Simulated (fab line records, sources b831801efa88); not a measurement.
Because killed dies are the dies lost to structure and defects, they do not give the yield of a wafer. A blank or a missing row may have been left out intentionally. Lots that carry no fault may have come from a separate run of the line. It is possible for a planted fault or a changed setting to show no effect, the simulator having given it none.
fab line records :: flow sky130
record:
  lots: 13
  wafers: 39
  last_day: 50
route steps=708 shown PWDE@49 PAD_OPEN@708
lots that met no fault: from a run of the same line without faults
start_h: the number of hours between the record's first day and the start of the first shown wafer of the lot :: wait_h: time in hours since the lot's previous step :: " repeats the value in the row above :: L1.1+2: a row that stands for several wafers :: - no value, or no start given :: * or withheld: withheld :: < > ~ a bound
route shown NAME@n: NAME is a module with steps in the file, n the number in the route of the first one :: usual: average and standard deviation across the fault-free wafers :: same: alike in all rows :: chamber/n: place in a boat :: sites: the reading at each site :: _std_site: standard deviation of those values :: _edge_site: mean of outer sites minus mean of inner sites :: radius_mm: how far each site lies from the wafer's centre :: mask NAME#n: copy n :: behind: the last tool/chamber to shape the wafer :: hold: why the lot went on hold/how many hours it stayed there/how the hold came to an end :: device: which transistor (n, p or np) failed to switch :: end of line: tests of these same wafers at the route's end :: a step given without rows: its recipe and nothing more :: killed: not the wafer's yield, but the dies lost to structure and defects at the first sort :: map: per-die view of a wafer (x killed, . not killed, _ where there is no die)
set.NAME: the run value of the setting; set.NAME@STEP: its run value at that earlier step :: model.NAME: the simulator's own value behind a step, which no gauge read
steps of the route over a sample of lots; a table a step, a row a wafer
services: the hour from which a tool's chamber was out of use, counted from the record's first day as start_h (under 0 if before that day), plus the number of hours and why
== steps ==
step: SKY_PWDE_EXPOSE_04
recipe:
  mask_id: PWDEM
  na: 0.6
  source_shape: conventional
  sigma_outer: 0.6
  polarization: unpolarized
  target_cd_nm: 840
  dose_mj: 214
usual:
  exposure_dose_mJ_cm2: 213.98/0.2
  focus_offset_nm: 0.0/0.53
  reticle_temp_C: 23.03/0.1
lot.wafer: L704.3
tool: iline_stepper-02
chamber: 0
start_h: 61.78
wait_h: -
mask: PWDEM#0
exposure_dose_mJ_cm2: 214.35
focus_offset_nm: 0.0
reticle_temp_C: 23.06

lot.wafer: L704.4
tool: iline_stepper-02
chamber: 0
start_h: 61.78
wait_h: -
mask: PWDEM#0
exposure_dose_mJ_cm2: 214.30
focus_offset_nm: 0.0
reticle_temp_C: 22.97

lot.wafer: L704.5
tool: iline_stepper-02
chamber: 0
start_h: 61.78
wait_h: -
mask: PWDEM#0
exposure_dose_mJ_cm2: 214.21
focus_offset_nm: 0.0
reticle_temp_C: 22.98

lot.wafer: L705.1
tool: iline_stepper-01
chamber: 0
start_h: 69.43
wait_h: -
mask: PWDEM#0
exposure_dose_mJ_cm2: 214.23
focus_offset_nm: -1.6
reticle_temp_C: 23.01

lot.wafer: L705.5
tool: iline_stepper-01
chamber: 0
start_h: 69.43
wait_h: -
mask: PWDEM#0
exposure_dose_mJ_cm2: 214.14
focus_offset_nm: -0.3
reticle_temp_C: 23.17

lot.wafer: L705.6
tool: iline_stepper-01
chamber: 0
start_h: 69.43
wait_h: -
mask: PWDEM#0
exposure_dose_mJ_cm2: 214.32
focus_offset_nm: -0.3
reticle_temp_C: 22.90

lot.wafer: L708.4
tool: iline_stepper-02
chamber: 0
start_h: 94.67
wait_h: -
mask: PWDEM#0
exposure_dose_mJ_cm2: 214.18
focus_offset_nm: -0.5
reticle_temp_C: 23.12

lot.wafer: L708.5
tool: iline_stepper-02
chamber: 0
start_h: 94.67
wait_h: -
mask: PWDEM#0
exposure_dose_mJ_cm2: 214.01
focus_offset_nm: -0.7
reticle_temp_C: 23.26

lot.wafer: L708.6
tool: iline_stepper-02
chamber: 0
start_h: 94.67
wait_h: -
mask: PWDEM#0
exposure_dose_mJ_cm2: 214.07
focus_offset_nm: -0.6
reticle_temp_C: 23.07

lot.wafer: L709.3
tool: iline_stepper-02
chamber: 0
start_h: 104.84
wait_h: -
mask: PWDEM#0
exposure_dose_mJ_cm2: 213.94
focus_offset_nm: 0.6
reticle_temp_C: 23.07

lot.wafer: L709.5
tool: iline_stepper-02
chamber: 0
start_h: 104.84
wait_h: -
mask: PWDEM#0
exposure_dose_mJ_cm2: 213.88
focus_offset_nm: 0.5
reticle_temp_C: 23.11

lot.wafer: L709.6
tool: iline_stepper-02
chamber: 0
start_h: 104.84
wait_h: -
mask: PWDEM#0
exposure_dose_mJ_cm2: 213.99
focus_offset_nm: 1.4
reticle_temp_C: 22.96

lot.wafer: L710.1
tool: iline_stepper-02
chamber: 0
start_h: 109.53
wait_h: -
mask: DNM#0
exposure_dose_mJ_cm2: 213.81
focus_offset_nm: -0.7
reticle_temp_C: 23.06

lot.wafer: L710.4
tool: iline_stepper-02
chamber: 0
start_h: 109.53
wait_h: -
mask: DNM#0
exposure_dose_mJ_cm2: 213.83
focus_offset_nm: 0.1
reticle_temp_C: 22.94

lot.wafer: L710.6
tool: iline_stepper-02
chamber: 0
start_h: 109.53
wait_h: -
mask: DNM#0
exposure_dose_mJ_cm2: 213.96
focus_offset_nm: 0.3
reticle_temp_C: 23.17

lot.wafer: L713.2
tool: iline_stepper-02
chamber: 0
start_h: 118.21
wait_h: -
mask: PWDEM#0
exposure_dose_mJ_cm2: 214.37
focus_offset_nm: 0.1
reticle_temp_C: 23.03

lot.wafer: L713.4
tool: iline_stepper-02
chamber: 0
start_h: 118.21
wait_h: -
mask: PWDEM#0
exposure_dose_mJ_cm2: 214.13
focus_offset_nm: 0.1
reticle_temp_C: 22.93

lot.wafer: L713.6
tool: iline_stepper-02
chamber: 0
start_h: 118.21
wait_h: -
mask: PWDEM#0
exposure_dose_mJ_cm2: 213.91
focus_offset_nm: 0.2
reticle_temp_C: 22.95

lot.wafer: L717.2
tool: iline_stepper-02
chamber: 0
start_h: 136.50
wait_h: -
mask: PWDEM#0
exposure_dose_mJ_cm2: 214.03
focus_offset_nm: 0.4
reticle_temp_C: 22.83

lot.wafer: L717.4
tool: iline_stepper-02
chamber: 0
start_h: 136.50
wait_h: -
mask: PWDEM#0
exposure_dose_mJ_cm2: 213.86
focus_offset_nm: 0.0
reticle_temp_C: 22.79

lot.wafer: L717.5
tool: iline_stepper-02
chamber: 0
start_h: 136.50
wait_h: -
mask: PWDEM#0
exposure_dose_mJ_cm2: 214.14
focus_offset_nm: -0.4
reticle_temp_C: 22.80

lot.wafer: L719.3
tool: iline_stepper-02
chamber: 0
start_h: 144.14
wait_h: -
mask: PWDEM#0
exposure_dose_mJ_cm2: 214.24
focus_offset_nm: 1.3
reticle_temp_C: 23.12

lot.wafer: L719.4
tool: iline_stepper-02
chamber: 0
start_h: 144.14
wait_h: -
mask: PWDEM#0
exposure_dose_mJ_cm2: 213.96
focus_offset_nm: 0.2
reticle_temp_C: 23.10

lot.wafer: L719.6
tool: iline_stepper-02
chamber: 0
start_h: 144.14
wait_h: -
mask: PWDEM#0
exposure_dose_mJ_cm2: 214.24
focus_offset_nm: 0.1
reticle_temp_C: 22.79

lot.wafer: L720.1
tool: iline_stepper-01
chamber: 0
start_h: 149.09
wait_h: -
mask: PWDEM#0
exposure_dose_mJ_cm2: 213.82
focus_offset_nm: -0.6
reticle_temp_C: 23.05

lot.wafer: L720.5
tool: iline_stepper-01
chamber: 0
start_h: 149.09
wait_h: -
mask: PWDEM#0
exposure_dose_mJ_cm2: 214.27
focus_offset_nm: -0.1
reticle_temp_C: 23.00

lot.wafer: L720.6
tool: iline_stepper-01
chamber: 0
start_h: 149.09
wait_h: -
mask: PWDEM#0
exposure_dose_mJ_cm2: 214.25
focus_offset_nm: -0.6
reticle_temp_C: 22.99

lot.wafer: L721.3
tool: iline_stepper-02
chamber: 0
start_h: 152.42
wait_h: -
mask: PWDEM#0
exposure_dose_mJ_cm2: 214.06
focus_offset_nm: 0.5
reticle_temp_C: 23.08

lot.wafer: L721.5
tool: iline_stepper-02
chamber: 0
start_h: 152.42
wait_h: -
mask: PWDEM#0
exposure_dose_mJ_cm2: 213.97
focus_offset_nm: 0.7
reticle_temp_C: 22.96

lot.wafer: L721.6
tool: iline_stepper-02
chamber: 0
start_h: 152.42
wait_h: -
mask: PWDEM#0
exposure_dose_mJ_cm2: 213.76
focus_offset_nm: 0.0
reticle_temp_C: 23.08

lot.wafer: L722.2
tool: iline_stepper-02
chamber: 0
start_h: 157.38
wait_h: -
mask: PWDEM#0
exposure_dose_mJ_cm2: 213.81
focus_offset_nm: 0.3
reticle_temp_C: 23.00

lot.wafer: L722.3
tool: iline_stepper-02
chamber: 0
start_h: 157.38
wait_h: -
mask: PWDEM#0
exposure_dose_mJ_cm2: 213.99
focus_offset_nm: 0.6
reticle_temp_C: 22.99

lot.wafer: L722.4
tool: iline_stepper-02
chamber: 0
start_h: 157.38
wait_h: -
mask: PWDEM#0
exposure_dose_mJ_cm2: 214.25
focus_offset_nm: 0.0
reticle_temp_C: 23.00

lot.wafer: L724.2
tool: iline_stepper-01
chamber: 0
start_h: 175.71
wait_h: -
mask: PWDEM#0
exposure_dose_mJ_cm2: 214.33
focus_offset_nm: 0.0
reticle_temp_C: 23.01

lot.wafer: L724.4
tool: iline_stepper-01
chamber: 0
start_h: 175.71
wait_h: -
mask: PWDEM#0
exposure_dose_mJ_cm2: 214.00
focus_offset_nm: 0.1
reticle_temp_C: 22.92

lot.wafer: L724.5
tool: iline_stepper-01
chamber: 0
start_h: 175.71
wait_h: -
mask: PWDEM#0
exposure_dose_mJ_cm2: 214.02
focus_offset_nm: 0.4
reticle_temp_C: 22.95

lot.wafer: L727.1
tool: iline_stepper-01
chamber: 0
start_h: 188.64
wait_h: -
mask: PWDEM#0
exposure_dose_mJ_cm2: 214.02
focus_offset_nm: 0.9
reticle_temp_C: 22.94

lot.wafer: L727.3
tool: iline_stepper-01
chamber: 0
start_h: 188.64
wait_h: -
mask: PWDEM#0
exposure_dose_mJ_cm2: 213.87
focus_offset_nm: 1.0
reticle_temp_C: 23.00

lot.wafer: L727.4
tool: iline_stepper-01
chamber: 0
start_h: 188.64
wait_h: -
mask: PWDEM#0
exposure_dose_mJ_cm2: 214.27
focus_offset_nm: 1.0
reticle_temp_C: 22.93
step: SKY_PWDE_OVL_MEAS_07
usual:
  PWDE_OVL: -0.8/1.3
lot.wafer: L704.3
tool: overlay-01
chamber: -
start_h: 69.17
wait_h: -
PWDE_OVL[nm]: -0.8

lot.wafer: L704.4
tool: overlay-01
chamber: -
start_h: 69.17
wait_h: -
PWDE_OVL[nm]: 0.6

lot.wafer: L704.5
tool: overlay-01
chamber: -
start_h: 69.17
wait_h: -
PWDE_OVL[nm]: -1.4

lot.wafer: L705.1
tool: overlay-02
chamber: -
start_h: 77.11
wait_h: -
PWDE_OVL[nm]: -0.3

lot.wafer: L705.5
tool: overlay-02
chamber: -
start_h: 77.11
wait_h: -
PWDE_OVL[nm]: 1.8

lot.wafer: L705.6
tool: overlay-02
chamber: -
start_h: 77.11
wait_h: -
PWDE_OVL[nm]: -1.0

lot.wafer: L708.4
tool: overlay-01
chamber: -
start_h: 102.62
wait_h: -
PWDE_OVL[nm]: -0.9

lot.wafer: L708.5
tool: overlay-01
chamber: -
start_h: 102.62
wait_h: -
PWDE_OVL[nm]: -2.5

lot.wafer: L708.6
tool: overlay-01
chamber: -
start_h: 102.62
wait_h: -
PWDE_OVL[nm]: -2.1

lot.wafer: L709.3
tool: overlay-02
chamber: -
start_h: 113.22
wait_h: -
PWDE_OVL[nm]: -1.8

lot.wafer: L709.5
tool: overlay-02
chamber: -
start_h: 113.22
wait_h: -
PWDE_OVL[nm]: -1.9

lot.wafer: L709.6
tool: overlay-02
chamber: -
start_h: 113.22
wait_h: -
PWDE_OVL[nm]: -3.3

lot.wafer: L710.1
tool: overlay-02
chamber: -
start_h: 118.41
wait_h: -
PWDE_OVL[nm]: -

lot.wafer: L710.4
tool: overlay-02
chamber: -
start_h: 118.41
wait_h: -
PWDE_OVL[nm]: -

lot.wafer: L710.6
tool: overlay-02
chamber: -
start_h: 118.41
wait_h: -
PWDE_OVL[nm]: -

lot.wafer: L713.2
tool: overlay-01
chamber: -
start_h: 127.36
wait_h: -
PWDE_OVL[nm]: 0.6

lot.wafer: L713.4
tool: overlay-01
chamber: -
start_h: 127.36
wait_h: -
PWDE_OVL[nm]: -0.5

lot.wafer: L713.6
tool: overlay-01
chamber: -
start_h: 127.36
wait_h: -
PWDE_OVL[nm]: 0.3

lot.wafer: L717.2
tool: overlay-02
chamber: -
start_h: 146.47
wait_h: -
PWDE_OVL[nm]: 0.6

lot.wafer: L717.4
tool: overlay-02
chamber: -
start_h: 146.47
wait_h: -
PWDE_OVL[nm]: 1.5

lot.wafer: L717.5
tool: overlay-02
chamber: -
start_h: 146.47
wait_h: -
PWDE_OVL[nm]: 1.7

lot.wafer: L719.3
tool: overlay-01
chamber: -
start_h: 153.12
wait_h: -
PWDE_OVL[nm]: -1.1

lot.wafer: L719.4
tool: overlay-01
chamber: -
start_h: 153.12
wait_h: -
PWDE_OVL[nm]: -2.2

lot.wafer: L719.6
tool: overlay-01
chamber: -
start_h: 153.12
wait_h: -
PWDE_OVL[nm]: -1.3

lot.wafer: L720.1
tool: overlay-01
chamber: -
start_h: 157.56
wait_h: -
PWDE_OVL[nm]: -2.7

lot.wafer: L720.5
tool: overlay-01
chamber: -
start_h: 157.56
wait_h: -
PWDE_OVL[nm]: -1.7

lot.wafer: L720.6
tool: overlay-01
chamber: -
start_h: 157.56
wait_h: -
PWDE_OVL[nm]: -0.4

lot.wafer: L721.3
tool: overlay-02
chamber: -
start_h: 162.17
wait_h: -
PWDE_OVL[nm]: -0.5

lot.wafer: L721.5
tool: overlay-02
chamber: -
start_h: 162.17
wait_h: -
PWDE_OVL[nm]: -3.3

lot.wafer: L721.6
tool: overlay-02
chamber: -
start_h: 162.17
wait_h: -
PWDE_OVL[nm]: -0.7

lot.wafer: L722.2
tool: overlay-01
chamber: -
start_h: 167.12
wait_h: -
PWDE_OVL[nm]: 1.5

lot.wafer: L722.3
tool: overlay-01
chamber: -
start_h: 167.12
wait_h: -
PWDE_OVL[nm]: -0.2

lot.wafer: L722.4
tool: overlay-01
chamber: -
start_h: 167.12
wait_h: -
PWDE_OVL[nm]: 1.4

lot.wafer: L724.2
tool: overlay-02
chamber: -
start_h: 186.62
wait_h: -
PWDE_OVL[nm]: -0.4

lot.wafer: L724.4
tool: overlay-02
chamber: -
start_h: 186.62
wait_h: -
PWDE_OVL[nm]: -2.3

lot.wafer: L724.5
tool: overlay-02
chamber: -
start_h: 186.62
wait_h: -
PWDE_OVL[nm]: -1.1

lot.wafer: L727.1
tool: overlay-02
chamber: -
start_h: 198.96
wait_h: -
PWDE_OVL[nm]: -2.0

lot.wafer: L727.3
tool: overlay-02
chamber: -
start_h: 198.96
wait_h: -
PWDE_OVL[nm]: -2.6

lot.wafer: L727.4
tool: overlay-02
chamber: -
start_h: 198.96
wait_h: -
PWDE_OVL[nm]: -1.0
step: SKY_PWDE_TW_MEAS_10
usual:
  PWDE_TW: 374/3.3
lot.wafer: L704.3
tool: film_metro-02
chamber: -
start_h: 69.62
wait_h: 0.1
PWDE_TW: 374

lot.wafer: L704.4
tool: film_metro-02
chamber: -
start_h: 69.62
wait_h: 0.1
PWDE_TW: 373

lot.wafer: L704.5
tool: film_metro-02
chamber: -
start_h: 69.62
wait_h: 0.1
PWDE_TW: 373

lot.wafer: L705.1
tool: film_metro-04
chamber: -
start_h: 77.40
wait_h: 0.1
PWDE_TW: 372

lot.wafer: L705.5
tool: film_metro-04
chamber: -
start_h: 77.40
wait_h: 0.1
PWDE_TW: 377

lot.wafer: L705.6
tool: film_metro-04
chamber: -
start_h: 77.40
wait_h: 0.1
PWDE_TW: 375

lot.wafer: L708.4
tool: film_metro-01
chamber: -
start_h: 102.92
wait_h: 0.1
PWDE_TW: 370

lot.wafer: L708.5
tool: film_metro-01
chamber: -
start_h: 102.92
wait_h: 0.1
PWDE_TW: 369

lot.wafer: L708.6
tool: film_metro-01
chamber: -
start_h: 102.92
wait_h: 0.1
PWDE_TW: 371

lot.wafer: L709.3
tool: film_metro-02
chamber: -
start_h: 113.52
wait_h: 0.1
PWDE_TW: 373

lot.wafer: L709.5
tool: film_metro-02
chamber: -
start_h: 113.52
wait_h: 0.1
PWDE_TW: 373

lot.wafer: L709.6
tool: film_metro-02
chamber: -
start_h: 113.52
wait_h: 0.1
PWDE_TW: 373

lot.wafer: L710.1
tool: film_metro-04
chamber: -
start_h: 118.70
wait_h: 0.1
PWDE_TW: 30

lot.wafer: L710.4
tool: film_metro-04
chamber: -
start_h: 118.70
wait_h: 0.1
PWDE_TW: 30

lot.wafer: L710.6
tool: film_metro-04
chamber: -
start_h: 118.70
wait_h: 0.1
PWDE_TW: 30

lot.wafer: L713.2
tool: film_metro-02
chamber: -
start_h: 127.65
wait_h: 0.1
PWDE_TW: 370

lot.wafer: L713.4
tool: film_metro-02
chamber: -
start_h: 127.65
wait_h: 0.1
PWDE_TW: 371

lot.wafer: L713.6
tool: film_metro-02
chamber: -
start_h: 127.65
wait_h: 0.1
PWDE_TW: 372

lot.wafer: L717.2
tool: film_metro-04
chamber: -
start_h: 146.76
wait_h: 0.1
PWDE_TW: 377

lot.wafer: L717.4
tool: film_metro-04
chamber: -
start_h: 146.76
wait_h: 0.1
PWDE_TW: 376

lot.wafer: L717.5
tool: film_metro-04
chamber: -
start_h: 146.76
wait_h: 0.1
PWDE_TW: 377

lot.wafer: L719.3
tool: film_metro-04
chamber: -
start_h: 153.42
wait_h: 0.1
PWDE_TW: 377

lot.wafer: L719.4
tool: film_metro-04
chamber: -
start_h: 153.42
wait_h: 0.1
PWDE_TW: 378

lot.wafer: L719.6
tool: film_metro-04
chamber: -
start_h: 153.42
wait_h: 0.1
PWDE_TW: 376

lot.wafer: L720.1
tool: film_metro-04
chamber: -
start_h: 157.84
wait_h: 0.1
PWDE_TW: 376

lot.wafer: L720.5
tool: film_metro-04
chamber: -
start_h: 157.84
wait_h: 0.1
PWDE_TW: 376

lot.wafer: L720.6
tool: film_metro-04
chamber: -
start_h: 157.84
wait_h: 0.1
PWDE_TW: 374

lot.wafer: L721.3
tool: film_metro-02
chamber: -
start_h: 162.47
wait_h: 0.1
PWDE_TW: 367

lot.wafer: L721.5
tool: film_metro-02
chamber: -
start_h: 162.47
wait_h: 0.1
PWDE_TW: 371

lot.wafer: L721.6
tool: film_metro-02
chamber: -
start_h: 162.47
wait_h: 0.1
PWDE_TW: 371

lot.wafer: L722.2
tool: film_metro-04
chamber: -
start_h: 167.41
wait_h: 0.1
PWDE_TW: 375

lot.wafer: L722.3
tool: film_metro-04
chamber: -
start_h: 167.41
wait_h: 0.1
PWDE_TW: 376

lot.wafer: L722.4
tool: film_metro-04
chamber: -
start_h: 167.41
wait_h: 0.1
PWDE_TW: 374

lot.wafer: L724.2
tool: film_metro-04
chamber: -
start_h: 186.91
wait_h: 0.1
PWDE_TW: 377

lot.wafer: L724.4
tool: film_metro-04
chamber: -
start_h: 186.91
wait_h: 0.1
PWDE_TW: 377

lot.wafer: L724.5
tool: film_metro-04
chamber: -
start_h: 186.91
wait_h: 0.1
PWDE_TW: 378

lot.wafer: L727.1
tool: film_metro-04
chamber: -
start_h: 199.25
wait_h: 0.1
PWDE_TW: 378

lot.wafer: L727.3
tool: film_metro-04
chamber: -
start_h: 199.25
wait_h: 0.1
PWDE_TW: 378

lot.wafer: L727.4
tool: film_metro-04
chamber: -
start_h: 199.25
wait_h: 0.1
PWDE_TW: 378
step: SKY_PAD_OPEN_PROBE_99
usual:
  killed_at_M0_to_M3: 43/6.8
  killed_at_M4_up: 3.0/1.8
  killed_at_contacts: 23/5.4
  killed_at_front_end: 15/4.4
  killed_at_other: 0.3/0.51
  killed_dies: 85/9.2
  killed_on_rim: 17/3.7
  killed_open: 47/6.8
  killed_short: 39/6.8
same:
  gross_dies: 492
  killed_at_back_side: 0
lot.wafer: L710.1
tool: prober-02
chamber: -
start_h: 1128.47
wait_h: 0.1
killed_at_M0_to_M3: 43
killed_at_M4_up: 2
killed_at_contacts: 19
killed_at_front_end: 428
killed_at_other: 0
killed_dies: 492
killed_on_rim: 96
killed_open: 41
killed_short: 28

lot.wafer: L710.4
tool: prober-02
chamber: -
start_h: 1128.62
wait_h: 0.2
killed_at_M0_to_M3: 52
killed_at_M4_up: 4
killed_at_contacts: 18
killed_at_front_end: 417
killed_at_other: 1
killed_dies: 492
killed_on_rim: 96
killed_open: 51
killed_short: 35

lot.wafer: L710.6
tool: prober-02
chamber: -
start_h: 1128.72
wait_h: 0.2
killed_at_M0_to_M3: 42
killed_at_M4_up: 4
killed_at_contacts: 25
killed_at_front_end: 421
killed_at_other: 0
killed_dies: 492
killed_on_rim: 96
killed_open: 50
killed_short: 35
killed by level:class
L710.1 PWDE:area_expose=423 VIA3:geometric_particle:open=12 LI_CONTACT:geometric_particle:open=7 VIA2:geometric_particle:open=7 VIA1:geometric_particle:open=7 VIA1:geometric_particle:short=5 VIA3:geometric_particle:short=4 CONTACT:geometric_particle:short=4
L710.4 PWDE:area_expose=406 VIA3:geometric_particle:open=9 VIA1:geometric_particle:open=8 VIA2:geometric_particle:open=8 LI_CONTACT:geometric_particle:open=7 VIA1:geometric_particle:short=7 CONTACT:geometric_particle:open=6 FIELD_ISO:geometric_particle:open=4
L710.6 PWDE:area_expose=407 CONTACT:geometric_particle:open=8 VIA1:geometric_particle:open=8 VIA3:geometric_particle:open=8 METAL1:geometric_particle:short=6 POLY_GATE:geometric_particle:short=5 LOCAL_INTERCONNECT:geometric_particle:open=5 VIA2:geometric_particle:open=5
== services ==
tool: iline_stepper-02
chamber: -
start_h: 66.40
hours: 0.7
kind: repair

tool: iline_stepper-01
chamber: -
start_h: 169.16
hours: 1.7
kind: pm
== key ==
first_sign:
  step: SKY_PWDE_EXPOSE_04
  reading: mask
  direction: changed
effect:
  step: SKY_PWDE_OVL_MEAS_07
  reading: PWDE_OVL
  direction: missing
effect:
  step: SKY_PWDE_TW_MEAS_10
  reading: PWDE_TW
  direction: down
  sigmas: 99+
  usual: 374
  struck: 30
effect:
  step: SKY_PAD_OPEN_PROBE_99
  reading: killed_at_front_end
  direction: up
  sigmas: 92
  usual: 15
  struck: 422
more_kills_born_at:
  SKY_PWDE_EXPOSE_04@iline_stepper-02: 1236
met_at SKY_PWDE_EXPOSE_04
struck_lots L710
tester_left_out L710
onset_between 104.84 109.53
fault:
  kind: wrong_mask
  tool: any
  chamber: -
  onset_h: 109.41
  steps: SKY_PWDE_EXPOSE_04
  aux_copy: DNM#0
  scope: struck_lots_only
tester_left_out: of these lots the tester's yield and bins aren't shown, on N5 and GAA mostly nor the transistor test; their killed dies are dies lost to structure and defects alone, not to doping, threshold or leakage, so they don't give the yield
